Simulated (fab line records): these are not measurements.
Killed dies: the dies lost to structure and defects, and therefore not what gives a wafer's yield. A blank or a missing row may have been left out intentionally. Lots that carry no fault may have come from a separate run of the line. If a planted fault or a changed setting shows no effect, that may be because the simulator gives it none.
fab line records -- flow sky130
record: lots: 6, wafers: 18, last_day: 49
route steps=708 shown LDD_HVP@283 LDD_LDN@289
lots with no fault: from the same line, run without faults
start_h: start of the lot's first displayed wafer, in hours after the record's first day -- wait_h: time in hours since the lot's previous step -- " identical to the entry in the row above -- L1.1+2: one row covering several wafers at once -- - either no value or no given start -- * or withheld: withheld -- < > ~ a bound
route shown NAME@n: a module of which the file shows steps, and the number in the route of the first -- usual: average and standard deviation across the fault-free wafers -- same: alike in all rows -- chamber/n: place in a boat -- sites: the reading at each site -- _std_site: the standard deviation of these -- _edge_site: inner sites' mean taken away from outer sites' mean -- radius_mm: for every site, how far away it sits from the centre of the wafer -- mask NAME#n: copy n -- behind: the tool/chamber that last shaped the wafer -- hold: why the lot went on hold/how many hours it stayed there/how the hold came to an end -- device: whichever transistor did not switch (one of n, p or np) -- end of line: the route-end tests of the same wafers -- for a step that has no rows: nothing shown but its recipe -- killed: not the wafer's yield, but the dies lost to structure and defects at the first sort -- map: per-die view of a wafer (x killed, . not killed, _ where there is no die)
set.NAME: the run value of the setting; set.NAME@STEP: its run value at that earlier step -- model.NAME: the simulator's own value behind a step, which no gauge read
lots seen at some steps along the route; tables by step, rows by wafer
services: a tool's chamber out of use, with start hour (start_h, from the record's first day; less than 0 if before it), hours out, and reason
== steps ==
step: SKY_LDD_HVP_PEB_05
recipe: temp_c: withheld, time_s: *, resist: NOVOLAK
step: SKY_LDD_HVP_DEVELOP_06
recipe: resist: NOVOLAK, developer: TMAH, develop_time_s: 60, dev_temp_c: 23
step: SKY_LDD_HVP_OVL_MEAS_07
usual: LDD_HVP_OVL: -0.5/1.5
lot.wafer,tool,chamber,start_h,wait_h,LDD_HVP_OVL[nm]
L658.2,overlay-02,-,556.58,0.1,-2.3
L658.5,overlay-02,-,556.58,0.1,0.4
L658.6,overlay-02,-,556.58,0.1,-0.2
L662.2,overlay-02,-,587.63,0.1,-3.5
L662.3,overlay-02,-,587.63,0.1,-2.4
L662.6,overlay-02,-,587.63,0.1,-2.3
L663.1,overlay-01,-,597.34,0.1,1.0
L663.3,overlay-01,-,597.34,0.1,-0.1
L663.4,overlay-01,-,597.34,0.1,1.9
L668.4,overlay-01,-,638.86,0.1,0.8
L668.5,overlay-01,-,638.86,0.1,1.0
L668.6,overlay-01,-,638.86,0.1,0.2
L670.1,overlay-02,-,648.03,0.1,-0.2
L670.5,overlay-02,-,648.03,0.1,-0.2
L670.6,overlay-02,-,648.03,0.1,0.6
L673.2,overlay-02,-,673.48,0.1,0.7
L673.4,overlay-02,-,673.48,0.1,0.2
L673.6,overlay-02,-,673.48,0.1,1.4
step: SKY_LDD_HVP_IMPLANT_08
recipe: species: B, energy_kev: 20, dose_cm2: 1.7e+13, tilt_deg: 17.9
step: SKY_LDD_HVP_STRIP_09
recipe: chemistry: O2/N2, power_w: 1400, pressure_mtorr: 1500, platen_temp_c: withheld, o2_flow_sccm: 3000, n2_flow_sccm: 300, overash_fraction: 0.5
usual: drypump_motor_current_A: 5.5/0.32, oes_product_au: 0.408/0.0048, strip_time_to_endpoint_s: 4.133/0.014
lot.wafer,tool,chamber,start_h,wait_h,drypump_motor_current_A,oes_product_au,rf_hours_counter_h,strip_time_to_endpoint_s
L658.2,plasma_asher-02,1,556.76,0.1,5.6,0.409,44,4.124
L658.5,plasma_asher-02,0,556.76,0.1,5.7,0.410,-,4.120
L658.6,plasma_asher-02,1,556.76,0.1,5.6,0.406,-,4.133
L662.2,plasma_asher-02,1,587.81,0.1,5.6,0.410,47,4.148
L662.3,plasma_asher-02,0,587.81,0.1,5.7,0.421,-,4.143
L662.6,plasma_asher-02,0,587.81,0.1,5.7,0.412,-,4.118
L663.1,plasma_asher-02,0,597.53,0.1,5.6,0.408,48,4.136
L663.3,plasma_asher-02,1,597.53,0.1,5.6,0.410,-,4.107
L663.4,plasma_asher-02,0,597.53,0.1,5.7,0.407,-,4.115
L668.4,plasma_asher-04,0,639.06,0.1,5.4,0.412,-,4.144
L668.5,plasma_asher-04,1,639.06,0.1,4.9,0.407,-,4.151
L668.6,plasma_asher-04,0,639.06,0.1,5.5,0.412,-,4.132
L670.1,plasma_asher-02,1,648.21,0.1,5.6,0.407,53,4.150
L670.5,plasma_asher-02,1,648.21,0.1,5.6,0.416,-,4.129
L670.6,plasma_asher-02,0,648.21,0.1,5.6,0.409,-,4.143
L673.2,plasma_asher-02,1,673.66,0.1,5.6,0.413,55,4.150
L673.4,plasma_asher-02,1,673.66,0.1,5.6,0.405,-,4.146
L673.6,plasma_asher-02,0,673.66,0.1,5.7,0.413,-,4.141
step: SKY_LDD_HVP_TW_MEAS_10
usual: LDD_HVP_TW: 458/7.3
lot.wafer,tool,chamber,start_h,wait_h,LDD_HVP_TW
L658.2,film_metro-04,-,556.87,0.1,465
L658.5,film_metro-04,-,556.87,0.1,466
L658.6,film_metro-04,-,556.87,0.1,467
L662.2,film_metro-01,-,587.92,0.1,447
L662.3,film_metro-01,-,587.92,0.1,448
L662.6,film_metro-01,-,587.92,0.1,448
L663.1,film_metro-01,-,597.63,0.1,448
L663.3,film_metro-01,-,597.63,0.1,448
L663.4,film_metro-01,-,597.63,0.1,449
L668.4,film_metro-01,-,639.16,0.1,452
L668.5,film_metro-01,-,639.16,0.1,452
L668.6,film_metro-01,-,639.16,0.1,451
L670.1,film_metro-04,-,648.31,0.1,466
L670.5,film_metro-04,-,648.31,0.1,467
L670.6,film_metro-04,-,648.31,0.1,464
L673.2,film_metro-01,-,673.77,0.1,448
L673.4,film_metro-01,-,673.77,0.1,448
L673.6,film_metro-01,-,673.77,0.1,447
step: SKY_LDD_LDN_DEHYDRATE_00
recipe: temp_c: 200, time_s: 60
step: SKY_LDD_LDN_HMDS_01
recipe: prime_time_s: 60, prime_temp_c: 120
step: SKY_LDD_LDN_COAT_02
recipe: resist: NOVOLAK, spin_rpm: 3000, resist_thk_nm: 1140
step: SKY_LDD_LDN_SOFTBAKE_03
recipe: temp_c: 90, time_s: 60, resist: NOVOLAK
step: SKY_LDD_LDN_EXPOSE_04
recipe: mask_id: LDNTM, na: 0.6, source_shape: conventional, sigma_outer: 0.6, polarization: unpolarized, target_cd_nm: 700, dose_mj: 140
step: SKY_LDD_LDN_PEB_05
recipe: temp_c: withheld, time_s: *, resist: NOVOLAK
step: SKY_LDD_LDN_DEVELOP_06
recipe: resist: NOVOLAK, developer: TMAH, develop_time_s: 60, dev_temp_c: 23
usual: chill_plate_temp_C: 22.98/0.1, develop_time_s: 60/0
lot.wafer,tool,chamber,start_h,wait_h,chill_plate_temp_C,develop_time_s
L658.2,litho_track-01,0,585.65,0.1,23.09,60
L658.5,litho_track-01,0,585.65,0.1,23.10,60
L658.6,litho_track-01,0,585.65,0.1,22.93,60
L662.2,litho_track-03,-,616.76,0.1,-,-
L662.3,litho_track-03,-,616.76,0.1,-,-
L662.6,litho_track-03,-,616.76,0.1,-,-
L663.1,litho_track-01,-,626.03,0.1,-,-
L663.3,litho_track-01,-,626.03,0.1,-,-
L663.4,litho_track-01,-,626.03,0.1,-,-
L668.4,litho_track-01,0,668.50,0.1,23.02,60
L668.5,litho_track-01,0,668.50,0.1,23.04,60
L668.6,litho_track-01,0,668.50,0.1,23.25,60
L670.1,litho_track-04,0,676.77,0.1,23.06,60
L670.5,litho_track-04,0,676.77,0.1,22.94,60
L670.6,litho_track-04,0,676.77,0.1,22.92,60
L673.2,litho_track-04,0,700.54,0.1,22.96,60
L673.4,litho_track-04,0,700.54,0.1,22.91,60
L673.6,litho_track-04,0,700.54,0.1,22.91,60
step: SKY_LDD_LDN_OVL_MEAS_07
usual: LDD_LDN_OVL: 0.5/1.7
lot.wafer,tool,chamber,start_h,wait_h,LDD_LDN_OVL[nm]
L658.2,overlay-02,-,585.78,0.1,-0.2
L658.5,overlay-02,-,585.78,0.1,1.6
L658.6,overlay-02,-,585.78,0.1,1.6
L662.2,overlay-01,-,616.89,0.1,-
L662.3,overlay-01,-,616.89,0.1,-
L662.6,overlay-01,-,616.89,0.1,-
L663.1,overlay-01,-,626.18,0.1,-
L663.3,overlay-01,-,626.18,0.1,-
L663.4,overlay-01,-,626.18,0.1,-
L668.4,overlay-02,-,668.60,0.1,1.1
L668.5,overlay-02,-,668.60,0.1,2.6
L668.6,overlay-02,-,668.60,0.1,1.4
L670.1,overlay-02,-,676.92,0.1,1.7
L670.5,overlay-02,-,676.92,0.1,2.3
L670.6,overlay-02,-,676.92,0.1,1.2
L673.2,overlay-02,-,700.67,0.1,-1.5
L673.4,overlay-02,-,700.67,0.1,-0.2
L673.6,overlay-02,-,700.67,0.1,-1.3
== services ==
tool,chamber,start_h,hours,kind
plasma_asher-04,-,534.79,4.5,repair
plasma_asher-04,-,624.06,4.9,repair
plasma_asher-02,-,657.41,2.8,pm
== key ==
first_sign: step: SKY_LDD_LDN_DEVELOP_06, reading: tool_record, direction: missing
effect none on later readings
met_at SKY_LDD_LDN_DEVELOP_06
struck_wafers L662.2,L662.3,L662.6,L663.1,L663.3,L663.4
sort_left_out L662.2,L662.3,L662.6,L663.1,L663.3,L663.4
tester_left_out L662,L663
onset_between 585.65 616.76
fault: kind: skipped_step_whole, tool: litho_track-01,litho_track-03, chamber: -, onset_h: 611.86, steps: SKY_LDD_LDN_DEVELOP_06, scope: struck_lots_only
tester_left_out: of these lots the tester's yield and bins aren't shown, on N5 and GAA mostly nor the transistor test; their killed dies are dies lost to structure and defects alone, not to doping, threshold or leakage, so they don't give the yield
sort_left_out: the simulated sort isn't trusted on such a fault, so these wafers' sort isn't shown, and their yield isn't known
